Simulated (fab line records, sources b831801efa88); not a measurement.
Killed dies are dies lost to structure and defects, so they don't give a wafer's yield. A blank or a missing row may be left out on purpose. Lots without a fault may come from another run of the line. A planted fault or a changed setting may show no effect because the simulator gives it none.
Which tool did it? | flow sky130 | 14 lots, 42 wafers sampled, at 3 steps of a route of 708

WHAT THE GAUGES READ, wafer by wafer
SKY_CONTACT_THK_MEAS_26: measures by xrf.
lot  | measured     | on            | CONTACT_W_THK (nm)
L968 | day 31 23:26 | film_metro-02 | 322 323 318
L969 | day 32 05:44 | film_metro-03 | 329 326 325
L970 | day 32 10:11 | film_metro-02 | 322 325 324
L972 | day 33 05:29 | film_metro-04 | 329 327 328
L973 | day 33 11:58 | film_metro-03 | 324 323 326
L974 | day 33 16:38 | film_metro-02 | 321 316 322
L975 | day 34 01:06 | film_metro-03 | 325 322 326
L977 | day 34 18:01 | film_metro-02 | 328 327 323
L979 | day 35 16:42 | film_metro-03 | 326 318 320
L980 | day 35 17:21 | film_metro-04 | 329 330 327
L981 | day 36 00:14 | film_metro-04 | 327 326 325
L982 | day 36 09:51 | film_metro-02 | 324 324 323
L986 | day 37 14:11 | film_metro-03 | 327 322 324
L991 | day 38 17:43 | film_metro-04 | 323 323 322

SKY_METAL1_CD_MEAS_15: target cd 140 nm.
lot  | measured     | on        | cd_nm (nm)
L968 | day 33 03:16 | cd_sem-02 | 140.5 139.1 138.6
L969 | day 33 09:36 | cd_sem-01 | 140.2 139.4 139.3
L970 | day 33 13:37 | cd_sem-01 | 140.0 139.1 140.7
L972 | day 34 08:57 | cd_sem-01 | 139.7 139.5 140.0
L973 | day 34 15:20 | cd_sem-02 | 139.9 140.0 139.7
L974 | day 34 19:49 | cd_sem-02 | 143.9 143.3 143.3
L975 | day 35 04:23 | cd_sem-01 | 140.6 139.5 140.7
L977 | day 35 20:12 | cd_sem-01 | 142.2 141.6 143.0
L979 | day 36 19:01 | cd_sem-02 | 142.1 142.8 142.1
L980 | day 36 19:29 | cd_sem-02 | 139.7 138.0 138.8
L981 | day 37 02:53 | cd_sem-01 | 140.9 141.7 141.9
L982 | day 37 12:29 | cd_sem-01 | 139.4 137.9 138.5
L986 | day 38 16:33 | cd_sem-02 | 143.3 141.8 143.0
L991 | day 39 19:46 | cd_sem-01 | 140.9 139.9 140.0

WHICH TOOL RAN EACH LOT (tool, then ch and the chambers of the sampled wafers, then the start)
lot  | SKY_METAL1_SPUTTER_01
L968 | pvd_sputter-03, day 31 23:48
L969 | pvd_sputter-03, day 32 06:06
L970 | pvd_sputter-03, day 32 10:34
L972 | pvd_sputter-03, day 33 05:52
L973 | pvd_sputter-03, day 33 12:20
L974 | pvd_sputter-03, day 33 16:59
L975 | pvd_sputter-01, day 34 01:28
L977 | pvd_sputter-02, day 34 18:24
L979 | pvd_sputter-03, day 35 17:05
L980 | pvd_sputter-02, day 35 17:43
L981 | pvd_sputter-02, day 36 00:36
L982 | pvd_sputter-01, day 36 10:13
L986 | pvd_sputter-01, day 37 14:34
L991 | pvd_sputter-01, day 38 18:17
- SKY_METAL1_SPUTTER_01: material TiN, target thk 20 nm, time 16.7 s.

WHAT THE TOOLS THEMSELVES READ (means of the sampled wafers that have a number; where no wafer has one, the mark that the record gives instead)
SKY_METAL1_SPUTTER_01.
lot  | tool           | chamber_pressure_pa (Pa) | throttle_valve_pct (%)
L968 | pvd_sputter-03 | 0.4000                   | 30.9
L969 | pvd_sputter-03 | 0.4007                   | 31.8
L970 | pvd_sputter-03 | 0.4002                   | 30.3
L972 | pvd_sputter-03 | 0.3997                   | 29.9
L973 | pvd_sputter-03 | 0.4006                   | 31.3
L974 | pvd_sputter-03 | 0.3999                   | 32.0
L975 | pvd_sputter-01 | 0.4005                   | 29.1
L977 | pvd_sputter-02 | 0.4004                   | 30.6
L979 | pvd_sputter-03 | 0.3996                   | 30.7
L980 | pvd_sputter-02 | 0.4002                   | 30.7
L981 | pvd_sputter-02 | 0.4000                   | 30.2
L982 | pvd_sputter-01 | 0.4000                   | 29.5
L986 | pvd_sputter-01 | 0.3998                   | 30.2
L991 | pvd_sputter-01 | 0.3999                   | 30.6

THE ANSWER, worked out from the rows above alone
Rule: what is usual is taken from the lots themselves. Put in order of their means at a reading, lots are off if they are a third of the lots or fewer, leave a main group of 4 or more, and stand apart from it by a gap of 3 or more times the standard deviation of the main group's means; of several such gaps the widest counts. A main group whose means are all the same, to the digits that the tables above print for the reading, isn't used. A lot without any number at a reading at which 4 lots or more have one is off too. The other lots that the step has rows for count as sound. The gauges are gone through in route order, then the tools' own readings, and for those a lot's mean is taken as printed above. The first step at which some lot is off is used, and at that step the reading that is off furthest; a lot without a number counts as furthest.
No lot is off at any reading shown: from this, nothing can be told.

WHAT THE SIMULATOR HAD PUT IN
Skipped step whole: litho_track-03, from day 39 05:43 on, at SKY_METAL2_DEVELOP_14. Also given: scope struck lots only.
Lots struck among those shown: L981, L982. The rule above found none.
